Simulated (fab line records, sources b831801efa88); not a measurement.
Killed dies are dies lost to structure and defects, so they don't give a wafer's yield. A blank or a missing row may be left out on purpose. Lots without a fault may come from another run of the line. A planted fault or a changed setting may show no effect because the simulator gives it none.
Which tool did it? | flow sfq_line | 14 lots, 42 wafers sampled, at 1 step of a route of 325

WHAT THE GAUGES READ, wafer by wafer
SFQ_M2_OVL_MEAS_916. Usual: M2_OVL -4 nm, standard deviation 7.2.
lot  | measured     | on         | M2_OVL (nm) | flag
L525 | day 24 13:31 | overlay-01 | -8 -8 -7    |
L526 | day 24 19:30 | overlay-02 | 3 -1 1      |
L528 | day 30 23:07 | overlay-01 | -1 -1 2     |
L529 | day 31 06:08 | overlay-01 | 9 4 0       |
L530 | day 31 15:44 | overlay-01 | 6 4 7       |
L531 | day 32 17:56 | overlay-01 | 4 7 -1      |
L532 | day 33 08:20 | overlay-01 | -2 -2 5     |
L536 | day 34 22:44 | overlay-02 | -11 -2 0    |
L537 | day 35 04:44 | overlay-02 | -6 1 -6     |
L538 | day 35 11:56 | overlay-01 | -9 -19 -9   |
L542 | day 36 16:23 | overlay-02 | -9 -8 -4    |
L546 | day 37 21:07 | overlay-01 | 1 -2 -4     |
L547 | day 40 19:08 | overlay-01 | -20 -21 -5  |
L548 | day 41 00:23 | overlay-02 | 0 10 -6     |

WHICH TOOL RAN EACH LOT (tool, then ch and the chambers of the sampled wafers, then the start)
The record holds no process step before these readings.

WHAT THE TOOLS THEMSELVES READ (means of the sampled wafers that have a number; where no wafer has one, the mark that the record gives instead)
The record holds no such reading with a usual standard deviation.

THE ANSWER, worked out from the rows above alone
Rule: a lot is off if the mean of its wafers that have a number lies more than 3 standard deviations from the usual mean. A lot without any number at a reading at which 4 lots or more have one is off too. The other lots that the step has rows for count as sound. The gauges are gone through in route order, then the tools' own readings, and for those a lot's mean is taken as printed above. The first step at which some lot is off is used, and at that step the reading that is off furthest; a lot without a number counts as furthest.
No lot is off at any reading shown: from this, nothing can be told.

WHAT THE SIMULATOR HAD PUT IN
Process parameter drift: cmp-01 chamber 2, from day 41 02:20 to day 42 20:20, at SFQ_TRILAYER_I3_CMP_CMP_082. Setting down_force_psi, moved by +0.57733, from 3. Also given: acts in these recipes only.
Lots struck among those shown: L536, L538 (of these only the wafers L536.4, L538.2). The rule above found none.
